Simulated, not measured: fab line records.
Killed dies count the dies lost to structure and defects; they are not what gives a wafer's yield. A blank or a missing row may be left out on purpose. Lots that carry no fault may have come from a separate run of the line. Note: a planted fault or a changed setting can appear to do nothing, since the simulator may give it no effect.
What tool caused it? || flow sky130 || 39 wafers from 13 lots sampled at 3 of the route's 708 steps

WHAT THE GAUGES SHOWED, per wafer
SKY_CAPM_THK_MEAS_01.
{"lot": "L248", "measured": "day 36 12:08", "on": "film_metro-04", "CAPM_CVD_00_THK (nm)": "15.22 15.19 15.79"}
{"lot": "L249", "measured": "day 36 15:58", "on": "film_metro-02", "CAPM_CVD_00_THK (nm)": "15.33 15.42 15.50"}
{"lot": "L250", "measured": "day 36 19:16", "on": "film_metro-04", "CAPM_CVD_00_THK (nm)": "15.22 15.55 15.62"}
{"lot": "L251", "measured": "day 37 08:55", "on": "film_metro-02", "CAPM_CVD_00_THK (nm)": "15.49 15.37 15.38"}
{"lot": "L252", "measured": "day 36 21:16", "on": "film_metro-02", "CAPM_CVD_00_THK (nm)": "15.33 15.72 15.10"}
{"lot": "L253", "measured": "day 37 12:23", "on": "film_metro-04", "CAPM_CVD_00_THK (nm)": "15.55 15.20 15.29"}
{"lot": "L255", "measured": "day 38 16:52", "on": "film_metro-02", "CAPM_CVD_00_THK (nm)": "15.23 15.73 15.59"}
{"lot": "L261", "measured": "day 40 02:11", "on": "film_metro-02", "CAPM_CVD_00_THK (nm)": "14.84 15.64 15.36"}
{"lot": "L264", "measured": "day 41 02:25", "on": "film_metro-04", "CAPM_CVD_00_THK (nm)": "15.74 15.52 15.71"}
{"lot": "L265", "measured": "day 41 13:05", "on": "film_metro-04", "CAPM_CVD_00_THK (nm)": "15.56 15.81 15.38"}
{"lot": "L266", "measured": "day 41 13:40", "on": "film_metro-04", "CAPM_CVD_00_THK (nm)": "15.39 15.31 15.51"}
{"lot": "L269", "measured": "day 42 10:16", "on": "film_metro-04", "CAPM_CVD_00_THK (nm)": "15.06 15.51 15.68"}
{"lot": "L270", "measured": "day 42 16:40", "on": "film_metro-04", "CAPM_CVD_00_THK (nm)": "15.57 15.20 15.19"}

SKY_CAPM_RS_MEAS_03: a four-point-probe measurement.
{"lot": "L248", "measured": "day 36 12:17", "on": "film_metro-02", "CAPM_TIN_RS (ohm/sq)": "6.93 6.93 6.89"}
{"lot": "L249", "measured": "day 36 16:08", "on": "film_metro-01", "CAPM_TIN_RS (ohm/sq)": "6.85 6.76 6.82"}
{"lot": "L250", "measured": "day 36 19:26", "on": "film_metro-02", "CAPM_TIN_RS (ohm/sq)": "6.88 6.79 6.91"}
{"lot": "L251", "measured": "day 37 09:06", "on": "film_metro-04", "CAPM_TIN_RS (ohm/sq)": "6.94 7.04 6.92"}
{"lot": "L252", "measured": "day 36 21:26", "on": "film_metro-02", "CAPM_TIN_RS (ohm/sq)": "6.91 6.92 6.87"}
{"lot": "L253", "measured": "day 37 12:40", "on": "film_metro-04", "CAPM_TIN_RS (ohm/sq)": "6.82 6.84 6.78"}
{"lot": "L255", "measured": "day 38 17:03", "on": "film_metro-04", "CAPM_TIN_RS (ohm/sq)": "6.82 6.95 6.94"}
{"lot": "L261", "measured": "day 40 02:21", "on": "film_metro-04", "CAPM_TIN_RS (ohm/sq)": "6.89 6.88 6.96"}
{"lot": "L264", "measured": "day 41 02:37", "on": "film_metro-01", "CAPM_TIN_RS (ohm/sq)": "6.80 6.88 6.79"}
{"lot": "L265", "measured": "day 41 13:16", "on": "film_metro-02", "CAPM_TIN_RS (ohm/sq)": "6.92 6.85 7.00"}
{"lot": "L266", "measured": "day 41 13:50", "on": "film_metro-04", "CAPM_TIN_RS (ohm/sq)": "7.00 6.86 6.98"}
{"lot": "L269", "measured": "day 42 10:26", "on": "film_metro-04", "CAPM_TIN_RS (ohm/sq)": "6.78 6.83 6.88"}
{"lot": "L270", "measured": "day 42 16:51", "on": "film_metro-02", "CAPM_TIN_RS (ohm/sq)": "6.85 6.68 6.72"}

EACH LOT AND THE TOOL THAT RAN IT (in order: tool; ch and the chambers of the sampled wafers; start)
{"lot": "L248", "SKY_NWELL_CLEAN_27": "wet_bench-03 ch 0, day 5 14:22"}
{"lot": "L249", "SKY_NWELL_CLEAN_27": "wet_bench-02 ch 2, day 5 16:15"}
{"lot": "L250", "SKY_NWELL_CLEAN_27": "wet_bench-03 ch 1, day 5 18:52"}
{"lot": "L251", "SKY_NWELL_CLEAN_27": "wet_bench-03 ch 2, day 5 23:58"}
{"lot": "L252", "SKY_NWELL_CLEAN_27": "wet_bench-01 ch 2, day 6 05:22"}
{"lot": "L253", "SKY_NWELL_CLEAN_27": "wet_bench-03 ch 0, day 6 14:25"}
{"lot": "L255", "SKY_NWELL_CLEAN_27": "wet_bench-02 ch 3, day 7 01:18"}
{"lot": "L261", "SKY_NWELL_CLEAN_27": "wet_bench-01 ch 2, day 8 12:58"}
{"lot": "L264", "SKY_NWELL_CLEAN_27": "wet_bench-03 ch 0, day 9 12:20"}
{"lot": "L265", "SKY_NWELL_CLEAN_27": "wet_bench-03 ch 2, day 9 13:39"}
{"lot": "L266", "SKY_NWELL_CLEAN_27": "wet_bench-02 ch 2, day 9 22:58"}
{"lot": "L269", "SKY_NWELL_CLEAN_27": "wet_bench-03 ch 1, day 10 10:34"}
{"lot": "L270", "SKY_NWELL_CLEAN_27": "wet_bench-03 ch 0, day 10 16:13"}
- SKY_NWELL_CLEAN_27: cleans in SC1/SC2, time 150 s.

WHAT THE TOOLS THEMSELVES READ (means of the sampled wafers that have a number; where no wafer has one, the mark that the record gives instead)
SKY_NWELL_CLEAN_27.
{"lot": "L248", "tool": "wet_bench-03", "bath_guard_temp_C (C)": 70.2}
{"lot": "L249", "tool": "wet_bench-02", "bath_guard_temp_C (C)": 69.8}
{"lot": "L250", "tool": "wet_bench-03", "bath_guard_temp_C (C)": 69.6}
{"lot": "L251", "tool": "wet_bench-03", "bath_guard_temp_C (C)": 70.1}
{"lot": "L252", "tool": "wet_bench-01", "bath_guard_temp_C (C)": 69.7}
{"lot": "L253", "tool": "wet_bench-03", "bath_guard_temp_C (C)": 70.2}
{"lot": "L255", "tool": "wet_bench-02", "bath_guard_temp_C (C)": 69.5}
{"lot": "L261", "tool": "wet_bench-01", "bath_guard_temp_C (C)": 69.7}
{"lot": "L264", "tool": "wet_bench-03", "bath_guard_temp_C (C)": 70.2}
{"lot": "L265", "tool": "wet_bench-03", "bath_guard_temp_C (C)": 70.1}
{"lot": "L266", "tool": "wet_bench-02", "bath_guard_temp_C (C)": 69.6}
{"lot": "L269", "tool": "wet_bench-03", "bath_guard_temp_C (C)": 69.9}
{"lot": "L270", "tool": "wet_bench-03", "bath_guard_temp_C (C)": 70.1}

THE ANSWER, worked out from the rows above alone
Rule: the usual values come from the lots themselves. Put in order of their means at a reading, lots are off if they are a third of the lots or fewer, leave a main group of 4 or more, and stand apart from it by a gap of 3 or more times the standard deviation of the main group's means; of several such gaps the widest counts. A main group is skipped when, at the precision printed for the reading in the tables above, its means are all equal. Also off: a lot with no number at a reading for which 4 or more lots have one. All remaining lots with rows at the step are treated as sound. The gauges are gone through in route order, then the tools' own readings, and for those a lot's mean is taken as printed above. The first step at which some lot is off is used, and at that step the reading that is off furthest; a lot without a number counts as furthest.
Nothing can be told from this: no lot is off at any reading shown.

WHAT THE SIMULATOR HAD PUT IN
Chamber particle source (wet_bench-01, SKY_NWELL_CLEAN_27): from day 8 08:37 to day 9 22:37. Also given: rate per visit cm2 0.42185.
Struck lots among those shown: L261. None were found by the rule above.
